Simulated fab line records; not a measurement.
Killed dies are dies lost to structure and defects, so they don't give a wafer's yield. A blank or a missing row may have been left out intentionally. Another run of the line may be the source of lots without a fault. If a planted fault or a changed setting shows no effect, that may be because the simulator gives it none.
Comparing a struck lot with a sound one    flow sky130    43 out of 708 route steps
Sound: wafers L654.1, L654.3, L654.6. Struck: wafers L669.2, L669.3, L669.5. The cause comes at the end.
Per side, at each step with rows, come the tool, then ch with its chambers, and then its first start. Under that, the readings that differ: sound wafers    struck wafers    difference of the means    sigmas: that difference in standard deviations of wafers without a fault.
alike: readings with means less than 2 such deviations apart, plus words and numbers identical on both sides. not compared: withheld readings, readings lacking a value on some wafer, bounds such as >300 that could conceal the same value, and numbers that have no deviation in the record and whose values overlap.
The two part at a step that has a row with sigmas, a row that says differs or no value, or rows on one side only. Non-overlapping numbers with no deviation appear without sigmas and do not part them. Lack of a reading on every wafer of one side parts them only where that side has two or more wafers.

SKY_LDD_P_OVL_MEAS_08:
  sound: overlay-02 at day 20 17:50; struck: overlay-02 at day 25 14:16
  alike: LDD_P_OVL
next, for these wafers, 1 step has no rows: SKY_LDD_P_IMPLANT_09.
SKY_LDD_P_STRIP_10: strips in O2/N2.
  sound on plasma asher-04 ch 0,1, day 20 18:01; struck on plasma asher-04 ch 0,1, day 25 14:26
  alike: drypump motor current A, oes product au, strip time to endpoint s
  not compared: rf hours counter h
SKY_LDD_P_TW_MEAS_11:
  sound: film metro-02 at day 20 18:07; struck: film metro-01 at day 25 14:33
  alike: LDD_P_TW
then, 7 steps without rows for these wafers: SKY_LDD_HVN_DEHYDRATE_00 (time 60 s); SKY_LDD_HVN_HMDS_01 (prime time 60 s); SKY_LDD_HVN_COAT_02 (resist thk 300 nm); SKY_LDD_HVN_SOFTBAKE_03 (time 60 s); SKY_LDD_HVN_EXPOSE_04 (exposes mask HVNTM, target cd 700 nm); SKY_LDD_HVN_PEB_05; SKY_LDD_HVN_DEVELOP_06 (develop time 60 s).
SKY_LDD_HVN_OVL_MEAS_07:
  sound: overlay-02 at day 22 01:21; struck: overlay-01 at day 26 20:13
  alike: LDD_HVN_OVL
SKY_LDD_HVN_IMPLANT_08:
  sound on implanter-01 ch 0, day 22 01:23; struck on implanter-03 ch 0, day 26 20:16
  alike: faraday current uA, tilt deg
SKY_LDD_HVN_STRIP_09: strips in O2/N2.
  sound on plasma asher-02 ch 0,1, day 22 01:32; struck on plasma asher-03 ch 0,1, day 26 20:23
  alike: drypump motor current A, oes product au, strip time to endpoint s
  not compared: rf hours counter h
SKY_LDD_HVN_TW_MEAS_10:
  sound: film metro-01 at day 22 01:38; struck: film metro-01 at day 26 20:30
  alike: LDD_HVN_TW
then, 7 steps without rows for these wafers: SKY_LDD_HVP_DEHYDRATE_00 (time 60 s); SKY_LDD_HVP_HMDS_01 (prime time 60 s); SKY_LDD_HVP_COAT_02 (resist thk 300 nm); SKY_LDD_HVP_SOFTBAKE_03 (time 60 s); SKY_LDD_HVP_EXPOSE_04 (exposes mask HVPTM, target cd 700 nm); SKY_LDD_HVP_PEB_05; SKY_LDD_HVP_DEVELOP_06 (develop time 60 s).
SKY_LDD_HVP_OVL_MEAS_07:
  sound: overlay-01 at day 23 07:35; struck: overlay-02 at day 28 00:34
reading           sound           struck       difference  sigmas
LDD_HVP_OVL (nm)  -0.8 -2.7 -2.0  0.5 1.7 3.2  +3.6        +3
next, for these wafers, 1 step has no rows: SKY_LDD_HVP_IMPLANT_08.
SKY_LDD_HVP_STRIP_09: strips in O2/N2.
  sound on plasma asher-04 ch 0,1, day 23 07:46; struck on plasma asher-01 ch 0, day 28 00:44
reading                       sound              struck             difference  sigmas
strip time to endpoint s (s)  4.091 4.120 4.126  4.150 4.164 4.138  +0.038      +3
  alike: drypump motor current A, oes product au
  not compared: rf hours counter h
SKY_LDD_HVP_TW_MEAS_10:
  sound: film metro-03 at day 23 07:52; struck: film metro-02 at day 28 00:51
reading     sound        struck       difference  sigmas
LDD_HVP_TW  452 451 450  460 463 460  +10         +2
then, 7 steps without rows for these wafers: SKY_LDD_LDN_DEHYDRATE_00 (time 60 s); SKY_LDD_LDN_HMDS_01 (prime time 60 s); SKY_LDD_LDN_COAT_02 (resist thk 1140 nm); SKY_LDD_LDN_SOFTBAKE_03 (time 60 s); SKY_LDD_LDN_EXPOSE_04 (exposes mask LDNTM, target cd 700 nm); SKY_LDD_LDN_PEB_05; SKY_LDD_LDN_DEVELOP_06 (develop time 60 s).
SKY_LDD_LDN_OVL_MEAS_07:
  sound: overlay-01 at day 24 13:41; struck: overlay-01 at day 29 05:23
  alike: LDD_LDN_OVL
then, 4 steps without rows for these wafers: SKY_LDD_LDN_IMPLANT_08; SKY_LDD_LDN_IMPLANT_09; SKY_LDD_LDN_IMPLANT_10; SKY_LDD_LDN_IMPLANT_11.
SKY_LDD_LDN_STRIP_12: strips in O2/N2.
  sound on plasma asher-01 ch 0,1, day 24 14:19; struck on plasma asher-01 ch 0, day 29 06:01
  alike: drypump motor current A, oes product au, strip time to endpoint s
  not compared: rf hours counter h
SKY_LDD_LDN_TW_MEAS_13:
  sound: film metro-03 at day 24 14:25; struck: film metro-04 at day 29 06:08
  alike: LDD_LDN_TW
then, 2 steps without rows for these wafers: SKY_LDD_LDN_CLEAN_14 (cleans in SC1/SC2, time 150 s); SKY_SPACER_CVD_00 (deposits Si3N4 from DCS/NH3, target thk 43.1 nm, time 740 s).
-- the record jumps here: 21 days lie between the struck wafers' starts before and after (it left off in module SPACER and takes up again in module PAD_OPEN, whose first step shown is number 708 of the route) --
SKY_PAD_OPEN_PROBE_99:
  sound: prober-01 at day 46 23:05; struck: prober-02 at day 50 00:19
reading                         sound           struck          difference  sigmas
model.etest.tip_n_5v.rs ohm sq  1412 1401 1412  1536 1531 1631  +158        
  alike: killed_at_M0_to_M3, killed_at_M4_up, killed at contacts, killed at front end, killed at other, killed dies, killed open, killed short

## WHERE THEY PART
Last at SKY_LDD_HVP_TW_MEAS_10 as far as this record goes, first at SKY_LDD_HVP_OVL_MEAS_07. Later steps at which nothing parts them and some readings are alike: SKY_LDD_LDN_OVL_MEAS_07, SKY_LDD_LDN_STRIP_12, SKY_LDD_LDN_TW_MEAS_13, SKY_PAD_OPEN_PROBE_99.

WHY: the cause the simulator had injected
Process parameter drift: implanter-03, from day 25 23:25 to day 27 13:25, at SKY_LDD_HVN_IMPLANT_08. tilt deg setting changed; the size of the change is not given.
